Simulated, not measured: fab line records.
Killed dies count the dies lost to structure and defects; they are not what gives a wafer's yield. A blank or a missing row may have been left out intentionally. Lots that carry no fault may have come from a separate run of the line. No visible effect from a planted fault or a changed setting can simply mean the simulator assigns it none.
Tool commonality check :: flow sky130 :: 30 wafers sampled across 10 lots

## WHAT PROMPTED THE OPENING
At SKY_POLY_GATE_THK_MEAS_01 the reading POLY_GATE_CVD_00_THK is flagged on 2 of 10 lots. Wafers without a fault read 179.1 nm, standard deviation 1.8.
Rule: flag the lot when none of its wafers has a number, or when each of its wafers that has one lies beyond 4 standard deviations from that mean. All remaining lots are regarded as sound.

lot: L815
measured: day 15 00:17
on: film metro-04
POLY_GATE_CVD_00_THK (nm), wafer by wafer: 176.6 176.4 176.0
flag: 

lot: L818
measured: day 16 02:24
on: film metro-04
POLY_GATE_CVD_00_THK (nm), wafer by wafer: 179.2 177.5 178.0
flag: 

lot: L819
measured: day 16 12:10
on: film metro-01
POLY_GATE_CVD_00_THK (nm), wafer by wafer: 160.0 159.5 160.9
flag: FLAGGED

lot: L820
measured: day 17 00:02
on: film metro-04
POLY_GATE_CVD_00_THK (nm), wafer by wafer: 157.9 159.1 157.4
flag: FLAGGED

lot: L829
measured: day 20 23:03
on: film metro-02
POLY_GATE_CVD_00_THK (nm), wafer by wafer: 180.3 180.1 178.9
flag: 

lot: L831
measured: day 21 05:13
on: film metro-01
POLY_GATE_CVD_00_THK (nm), wafer by wafer: 176.9 178.4 178.0
flag: 

lot: L832
measured: day 21 10:55
on: film metro-01
POLY_GATE_CVD_00_THK (nm), wafer by wafer: 176.5 176.2 175.5
flag: 

lot: L833
measured: day 22 03:52
on: film metro-01
POLY_GATE_CVD_00_THK (nm), wafer by wafer: 181.1 180.8 181.9
flag: 

lot: L834
measured: day 22 06:34
on: film metro-04
POLY_GATE_CVD_00_THK (nm), wafer by wafer: 178.5 178.4 178.2
flag: 

lot: L835
measured: day 22 11:46
on: film metro-02
POLY_GATE_CVD_00_THK (nm), wafer by wafer: 177.0 175.8 178.3
flag: 
On average the flagged lots' numbers are 159.1 nm, which is -20.0 nm against the usual, or -11 standard deviations.

## EACH LOT AND THE TOOL IT RAN ON
The record keeps 1 process step preceding the reading, out of 708 steps on the route. Each cell gives the tool, then ch followed by the chambers the sampled wafers passed through, then the start.
lot: L815
flag: 
SKY_POLY_GATE_CVD_00: lpcvd-01 ch 1, day 14 23:05

lot: L818
flag: 
SKY_POLY_GATE_CVD_00: lpcvd-01 ch 0, day 16 01:12

lot: L819
flag: FLAGGED
SKY_POLY_GATE_CVD_00: lpcvd-01 ch 0, day 16 10:57

lot: L820
flag: FLAGGED
SKY_POLY_GATE_CVD_00: lpcvd-01 ch 1, day 16 22:50

lot: L829
flag: 
SKY_POLY_GATE_CVD_00: lpcvd-01 ch 1, day 20 21:51

lot: L831
flag: 
SKY_POLY_GATE_CVD_00: lpcvd-01 ch 1, day 21 04:01

lot: L832
flag: 
SKY_POLY_GATE_CVD_00: lpcvd-01 ch 0, day 21 09:42

lot: L833
flag: 
SKY_POLY_GATE_CVD_00: lpcvd-01 ch 1, day 22 02:38

lot: L834
flag: 
SKY_POLY_GATE_CVD_00: lpcvd-01 ch 1, day 22 04:46

lot: L835
flag: 
SKY_POLY_GATE_CVD_00: lpcvd-01 ch 1, day 22 10:34
What is done by these steps:
- SKY_POLY_GATE_CVD_00: deposits poly-Si, target thk 180 nm, time 720 s.
- SKY_POLY_GATE_THK_MEAS_01

## FLAGGED AGAINST TOTAL, ONE TOOL AT A TIME (gauges that did the reading follow at the end)
step: SKY_POLY_GATE_CVD_00
tool: lpcvd-01
lots run: 10
flagged: 2
share of the flagged lots: all
sound lots run after its first flagged lot: 6 (L829,L831,L832,L833,L834,L835)

step: SKY_POLY_GATE_THK_MEAS_01
tool: film metro-01
lots run: 4
flagged: 1
share of the flagged lots: some
sound lots run after its first flagged lot: 3 (L831,L832,L833)

step: SKY_POLY_GATE_THK_MEAS_01
tool: film metro-02
lots run: 2
flagged: 0
share of the flagged lots: none
sound lots run after its first flagged lot: -

step: SKY_POLY_GATE_THK_MEAS_01
tool: film metro-04
lots run: 4
flagged: 1
share of the flagged lots: some
sound lots run after its first flagged lot: 1 (L834)

## THE TABLE: WHAT IT ALLOWS
1 row of the table ran every flagged lot: lpcvd-01 at SKY_POLY_GATE_CVD_00.
- lpcvd-01 at SKY_POLY_GATE_CVD_00 ran 10 lots, 2 of them flagged. Lots that were sound ran on it after the first flagged one (L829, L831, L832, L833, L834, L835); a persistent fault on the entire tool would not allow that. Its own readings (spike tc lower C, susceptor temp C) fall more than 4 standard deviations out on all wafers of the flagged lots.
No row of the table ran every flagged lot and no sound lot after the first.

## WHAT THE SIMULATOR HAD PUT IN
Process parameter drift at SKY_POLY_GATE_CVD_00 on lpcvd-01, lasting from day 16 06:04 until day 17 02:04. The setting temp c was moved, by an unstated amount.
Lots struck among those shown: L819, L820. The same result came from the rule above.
